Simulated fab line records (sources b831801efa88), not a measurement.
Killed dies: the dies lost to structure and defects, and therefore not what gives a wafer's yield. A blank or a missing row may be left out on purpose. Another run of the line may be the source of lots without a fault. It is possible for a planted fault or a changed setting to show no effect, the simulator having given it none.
fab line records -- flow sky130
[record] lots = 14, wafers = 42, lastDay = 50
route steps=708 shown METAL2@483 PAD_OPEN@708
lots that met no fault: taken from a fault-free run of the same line
startH: start of the lot's first displayed wafer, in hours after the record's first day -- waitH: how many hours have passed since the lot's step before this one -- " unchanged from the row above -- L1.1+2: a single row standing in for several wafers -- - value missing, or start not given -- * or withheld: withheld -- < > ~ a bound
route shown NAME@n: NAME is a module with steps in the file, n the number in the route of the first one -- usual: mean/standard deviation of fault-free wafers -- same: alike in all rows -- chamber/n: place in a boat -- sites: the reading at each site -- _std_site: the standard deviation of these -- _edge_site: inner sites' mean taken away from outer sites' mean -- radiusMm: for every site, how far away it sits from the centre of the wafer -- mask NAME#n: copy n -- behind: the last tool/chamber to shape the wafer -- hold: cause of the lot's hold/its duration in hours/its outcome -- device: transistor that didn't switch, given as n, p or np -- end of line: at the end of the route, the tests of the same wafers -- a step with no rows: only its recipe -- killed: count of dies lost to structure and defects at first sort (not the wafer's yield) -- map: the dies of a wafer, with x for killed, . for not killed, _ for no die there
set.NAME: the setting that was run; set.NAME@STEP: the one run at that earlier step -- model.NAME: the simulator's own value behind a step, which no gauge read
the route's steps for a sample of lots (tables are steps, rows are wafers)
services: when a tool's chamber went out of use (startH, in hours from the record's first day, below 0 if earlier), for how many hours, and the reason
[[steps]]
[step SKY_METAL2_SPUTTER_00]
[recipe] material = Ti, targetThkNm = 15, powerW = 3000, timeS = 10.38, chamberPressurePa = 0.4
[usual] chamberPressurePa = 0.4000/0.00074, throttleValvePct = 29.9/1.1
lot.wafer,tool,chamber,startH,waitH,chamberPressurePa,throttleValvePct
L233.1,pvdSputter-04,-,780.82,0.2,0.4007,29.1
L233.2,pvdSputter-04,-,780.82,0.2,0.4013,28.1
L233.6,pvdSputter-04,-,780.82,0.2,0.3996,31.0
L234.2,pvdSputter-02,-,792.80,0.1,0.4012,29.3
L234.3,pvdSputter-02,-,792.80,0.1,0.4006,30.4
L234.6,pvdSputter-02,-,792.80,0.1,0.4007,30.3
L235.1,pvdSputter-02,-,804.82,0.2,0.4005,30.1
L235.5,pvdSputter-02,-,804.82,0.2,0.3998,30.4
L235.6,pvdSputter-02,-,804.82,0.2,0.4007,29.4
L236.1,pvdSputter-04,-,807.50,0.1,0.3989,29.2
L236.3,pvdSputter-04,-,807.50,0.1,0.4001,27.9
L236.5,pvdSputter-04,-,807.50,0.1,0.4005,29.0
L242.1,pvdSputter-02,-,872.07,0.2,0.4008,29.4
L242.2,pvdSputter-02,-,872.07,0.2,0.4496,30.1
L242.3,pvdSputter-02,-,872.07,0.2,0.3998,30.3
L244.1,pvdSputter-02,-,879.68,0.1,0.4494,30.5
L244.2,pvdSputter-02,-,879.68,0.1,0.3990,29.7
L244.4,pvdSputter-02,-,879.68,0.1,0.4008,30.1
L247.2,pvdSputter-04,-,888.23,0.2,0.4006,27.7
L247.3,pvdSputter-04,-,888.23,0.2,0.4000,31.1
L247.6,pvdSputter-04,-,888.23,0.2,0.3995,27.9
L249.2,pvdSputter-01,-,910.55,0.2,0.4005,30.2
L249.3,pvdSputter-01,-,910.55,0.2,0.4002,30.1
L249.5,pvdSputter-01,-,910.55,0.2,0.4005,28.9
L251.2,pvdSputter-04,-,953.36,0.1,0.3995,28.2
L251.3,pvdSputter-04,-,953.36,0.1,0.4000,31.1
L251.5,pvdSputter-04,-,953.36,0.1,0.4006,27.8
L253.1,pvdSputter-01,-,954.86,0.1,0.3984,28.9
L253.2,pvdSputter-01,-,954.86,0.1,0.4002,30.6
L253.6,pvdSputter-01,-,954.86,0.1,0.3993,28.6
L254.3,pvdSputter-04,-,958.31,0.1,0.3997,31.2
L254.4,pvdSputter-04,-,958.31,0.1,0.3989,29.1
L254.6,pvdSputter-04,-,958.31,0.1,0.3991,31.0
L252.1,pvdSputter-01,-,958.62,0.2,0.3993,30.5
L252.2,pvdSputter-01,-,958.62,0.2,0.4012,29.9
L252.4,pvdSputter-01,-,958.62,0.2,0.3994,29.7
L255.2,pvdSputter-02,-,959.22,0.1,0.4003,30.5
L255.4,pvdSputter-02,-,959.22,0.1,0.4007,32.0
L255.5,pvdSputter-02,-,959.22,0.1,0.3999,30.4
L256.1,pvdSputter-02,-,961.02,0.2,0.4012,30.3
L256.3,pvdSputter-02,-,961.02,0.2,0.4005,29.5
L256.4,pvdSputter-02,-,961.02,0.2,0.4001,31.9
[step SKY_PAD_OPEN_PROBE_99]
[usual] defectLimitedYield = 82.5/2, killed_at_M0_to_M3 = 44/7.1, killed_at_M4_up = 3.1/1.8, killedAtContacts = 24/5.3, killedAtFrontEnd = 15/4.5, killedAtOther = 0.2/0.42, killedDies = 86/9.6, killedOpen = 46/6.9, killedShort = 40/6.4, sort_bin_3_pad_short = 0.8/0.36, sort_bin_5_function = 10.3/1.3, sort_bin_6_memory = 6.4/1.2, sortNPass = 406/9.6, sortYieldPct = 82.5/2
[same] grossDies = 492, killedAtBackSide = 0, sort_bin_4_leakage[%] = 0, sort_bin_8_speed[%] = 0
lot.wafer,tool,chamber,startH,waitH,defectLimitedYield[%],killed_at_M0_to_M3,killed_at_M4_up,killedAtContacts,killedAtFrontEnd,killedAtOther,killedDies,killedOpen,killedShort,sort_bin_3_pad_short[%],sort_bin_5_function[%],sort_bin_6_memory[%],sortNPass,sortYieldPct[%]
L235.1,prober-01,-,1083.24,0.1,81.5,53,3,23,11,1,91,48,43,0.8,10.8,6.9,401,81.5
L235.5,prober-01,-,1083.44,0.2,80.1,52,5,27,14,0,98,57,41,1.4,12.8,5.7,394,80.1
L235.6,prober-01,-,1083.49,0.2,82.3,42,3,17,25,0,87,56,31,0.6,10.2,6.9,405,82.3
L236.1,prober-02,-,1085.43,0.1,81.1,46,5,30,12,0,93,55,38,0.6,11.2,7.1,399,81.1
L236.3,prober-02,-,1085.53,0.2,80.5,51,7,24,14,0,96,52,44,1.0,11.0,7.5,396,80.5
L236.5,prober-02,-,1085.63,0.2,84.3,42,5,19,11,0,77,48,29,0,9.1,6.5,415,84.3
L242.1,prober-01,-,1137.15,0.1,80.5,49,2,26,19,0,96,53,43,0.6,11.6,7.3,396,80.5
L242.2,prober-01,-,1137.20,0.1,77.8,55,3,28,22,1,109,56,53,0.8,12.6,8.7,383,77.8
L242.3,prober-01,-,1137.25,0.2,82.5,49,4,17,16,0,86,51,35,0.6,10.2,6.7,406,82.5
L244.1,prober-02,-,1142.24,0.1,81.5,40,6,30,15,0,91,46,45,0.6,10.8,7.1,401,81.5
L244.2,prober-02,-,1142.29,0.1,81.9,53,5,20,11,0,89,50,39,0.8,10.8,6.5,403,81.9
L244.4,prober-02,-,1142.39,0.2,82.7,40,4,28,13,0,85,47,38,1.0,10.4,5.9,407,82.7
L253.1,prober-02,-,1195.02,0.1,80.7,39,7,29,20,0,95,53,42,0.6,11.4,7.3,397,80.7
L253.2,prober-02,-,1195.07,0.1,82.3,42,6,24,14,1,87,52,35,1.0,9.8,6.9,405,82.3
L253.6,prober-02,-,1195.27,0.2,83.1,39,2,29,13,0,83,40,43,1.0,10.2,5.7,409,83.1
L255.2,prober-02,-,1196.97,0.1,81.7,51,2,25,12,0,90,50,40,0.8,11.0,6.5,402,81.7
L255.4,prober-02,-,1197.07,0.2,85.4,37,3,15,17,0,72,35,37,0.8,7.7,6.1,420,85.4
L255.5,prober-02,-,1197.12,0.2,81.7,47,3,21,19,0,90,51,39,0.8,12.0,5.5,402,81.7
L256.1,prober-02,-,1198.35,0.1,78.7,51,4,28,21,1,105,54,51,1.2,11.4,8.7,387,78.7
L256.3,prober-02,-,1198.45,0.2,83.1,43,1,21,18,0,83,48,35,1.0,10.0,5.9,409,83.1
L256.4,prober-02,-,1198.50,0.2,82.9,34,4,33,13,0,84,39,45,0.8,8.5,7.7,408,82.9
// killed by level:class
L235.1 VIA1:geometricParticle:open=18 LI_CONTACT:geometricParticle:open=10 VIA1:geometricParticle:short=7 METAL2:geometricParticle:short=7 CONTACT:geometricParticle:open=6 VIA2:geometricParticle:short=5 VIA3:geometricParticle:short=4 FIELD_ISO:geometricParticle:short=3
L235.5 VIA1:geometricParticle:open=14 LI_CONTACT:geometricParticle:open=11 CONTACT:geometricParticle:open=11 METAL1:geometricParticle:short=9 VIA1:geometricParticle:short=8 VIA3:geometricParticle:open=7 VIA2:geometricParticle:open=5 METAL2:geometricParticle:short=4
L235.6 VIA1:geometricParticle:open=11 LI_CONTACT:geometricParticle:open=9 VIA2:geometricParticle:open=8 POLY_GATE:geometricParticle:open=6 FIELD_ISO:geometricParticle:open=5 POLY_GATE:geometricParticle:short=4 VIA1:geometricParticle:short=4 METAL3:geometricParticle:short=4
L236.1 CONTACT:geometricParticle:open=16 VIA1:geometricParticle:open=10 LI_CONTACT:geometricParticle:open=8 METAL1:geometricParticle:short=7 VIA3:geometricParticle:open=6 VIA2:geometricParticle:short=5 METAL2:geometricParticle:short=4 POLY_GATE:geometricParticle:short=3
L236.3 LI_CONTACT:geometricParticle:open=11 VIA1:geometricParticle:open=10 VIA3:geometricParticle:open=8 VIA2:geometricParticle:open=7 LOCAL_INTERCONNECT:geometricParticle:short=6 VIA2:geometricParticle:short=6 METAL1:geometricParticle:short=5 METAL2:geometricParticle:short=5
L236.5 VIA1:geometricParticle:open=13 CONTACT:geometricParticle:open=9 VIA3:geometricParticle:short=7 VIA3:geometricParticle:open=6 LI_CONTACT:geometricParticle:open=6 METAL2:geometricParticle:short=5 VIA2:geometricParticle:open=3 VIA1:geometricParticle:short=3
L242.1 METAL1:geometricParticle:short=11 LI_CONTACT:geometricParticle:open=10 VIA1:geometricParticle:open=9 VIA3:geometricParticle:open=8 CONTACT:geometricParticle:open=5 VIA2:geometricParticle:open=5 FIELD_ISO:geometricParticle:open=4 POLY_GATE:geometricParticle:short=4
L242.2 VIA1:geometricParticle:open=15 CONTACT:geometricParticle:open=10 POLY_GATE:geometricParticle:short=8 METAL2:geometricParticle:short=7 VIA3:geometricParticle:open=7 METAL1:geometricParticle:short=7 LOCAL_INTERCONNECT:geometricParticle:short=6 VIA2:geometricParticle:open=6
L242.3 VIA3:geometricParticle:open=13 VIA2:geometricParticle:open=10 VIA1:geometricParticle:open=9 LI_CONTACT:geometricParticle:open=7 FIELD_ISO:geometricParticle:short=6 CONTACT:geometricParticle:open=5 METAL2:geometricParticle:short=4 POLY_GATE:geometricParticle:open=3
L244.1 LOCAL_INTERCONNECT:geometricParticle:short=9 CONTACT:geometricParticle:open=9 VIA1:geometricParticle:open=9 VIA2:geometricParticle:open=8 FIELD_ISO:geometricParticle:short=7 VIA3:geometricParticle:open=6 LI_CONTACT:geometricParticle:open=5 CONTACT:geometricParticle:short=5
L244.2 VIA1:geometricParticle:open=15 VIA3:geometricParticle:open=10 VIA1:geometricParticle:short=7 CONTACT:geometricParticle:short=6 METAL2:geometricParticle:short=6 CONTACT:geometricParticle:open=5 VIA2:geometricParticle:open=4 POLY_GATE:geometricParticle:open=3
L244.4 LI_CONTACT:geometricParticle:open=9 METAL1:geometricParticle:short=7 VIA2:geometricParticle:open=7 VIA1:geometricParticle:open=7 METAL2:geometricParticle:short=6 VIA3:geometricParticle:open=6 CONTACT:geometricParticle:short=6 CONTACT:geometricParticle:open=6
L253.1 CONTACT:geometricParticle:open=10 FIELD_ISO:geometricParticle:open=8 VIA3:geometricParticle:open=8 METAL1:geometricParticle:short=7 VIA1:geometricParticle:open=7 LI_CONTACT:geometricParticle:open=6 METAL4:geometricParticle:short=6 FIELD_ISO:geometricParticle:short=5
L253.2 LI_CONTACT:geometricParticle:open=9 VIA1:geometricParticle:open=9 CONTACT:geometricParticle:open=8 METAL1:geometricParticle:short=7 VIA2:geometricParticle:open=6 METAL2:geometricParticle:short=5 VIA2:geometricParticle:short=5 VIA3:geometricParticle:open=5
L253.6 CONTACT:geometricParticle:open=10 LI_CONTACT:geometricParticle:open=9 VIA1:geometricParticle:open=7 METAL2:geometricParticle:short=7 METAL1:geometricParticle:short=6 POLY_GATE:geometricParticle:short=5 VIA2:geometricParticle:open=5 LI_CONTACT:geometricParticle:short=4
L255.2 CONTACT:geometricParticle:open=10 VIA1:geometricParticle:open=9 METAL1:geometricParticle:short=8 VIA3:geometricParticle:open=8 VIA1:geometricParticle:short=7 LI_CONTACT:geometricParticle:open=6 VIA2:geometricParticle:open=6 VIA3:geometricParticle:short=5
L255.4 FIELD_ISO:geometricParticle:short=7 VIA1:geometricParticle:open=7 VIA2:geometricParticle:open=6 LI_CONTACT:geometricParticle:open=6 CONTACT:geometricParticle:open=4 METAL1:geometricParticle:short=4 VIA3:geometricParticle:open=4 VIA3:geometricParticle:short=4
L255.5 FIELD_ISO:geometricParticle:open=9 CONTACT:geometricParticle:open=9 VIA2:geometricParticle:open=9 VIA1:geometricParticle:open=8 METAL1:geometricParticle:short=7 LI_CONTACT:geometricParticle:open=6 VIA1:geometricParticle:short=5 POLY_GATE:geometricParticle:short=4
L256.1 VIA3:geometricParticle:open=10 VIA1:geometricParticle:open=9 POLY_GATE:geometricParticle:open=7 CONTACT:geometricParticle:open=7 CONTACT:geometricParticle:short=7 METAL2:geometricParticle:short=6 LI_CONTACT:geometricParticle:open=6 VIA2:geometricParticle:open=6
L256.3 CONTACT:geometricParticle:open=13 VIA1:geometricParticle:open=7 METAL2:geometricParticle:short=7 VIA3:geometricParticle:short=7 POLY_GATE:geometricParticle:open=5 VIA2:geometricParticle:open=5 VIA3:geometricParticle:open=5 METAL1:geometricParticle:short=4
L256.4 CONTACT:geometricParticle:open=12 LI_CONTACT:geometricParticle:open=8 VIA1:geometricParticle:open=8 CONTACT:geometricParticle:short=6 VIA1:geometricParticle:short=6 METAL1:geometricParticle:short=5 LI_CONTACT:geometricParticle:short=4 VIA2:geometricParticle:open=4
[[services]]
tool,chamber,startH,hours,kind
pvdSputter-02,-,778.47,1.8,repair
pvdSputter-01,-,825.82,1.7,repair
pvdSputter-02,-,890.07,5.1,repair
pvdSputter-01,-,919.96,1.9,repair
pvdSputter-04,-,930.91,3.5,repair
pvdSputter-04,-,941.33,2.2,repair
pvdSputter-04,-,946.90,5.9,repair
[[key]]
[firstSign] step = SKY_METAL2_SPUTTER_00, reading = chamberPressurePa, direction = up, sigmas = 67, usual = 0.4000, struck = 0.4495
effect none on later readings
metAt SKY_METAL2_SPUTTER_00
struckLots L242,L244
struckWafers L242.2,L244.1
[fault] kind = processParameterDrift, tool = pvdSputter-02, chamber = -, onsetH = 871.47, steps = SKY_METAL2_SPUTTER_00, channel = chamberPressurePa, offset = 0.049128, shape = step, endH = 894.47, actsIn = theseRecipesOnly, stated = 0.4, scope = struckWafersOnly
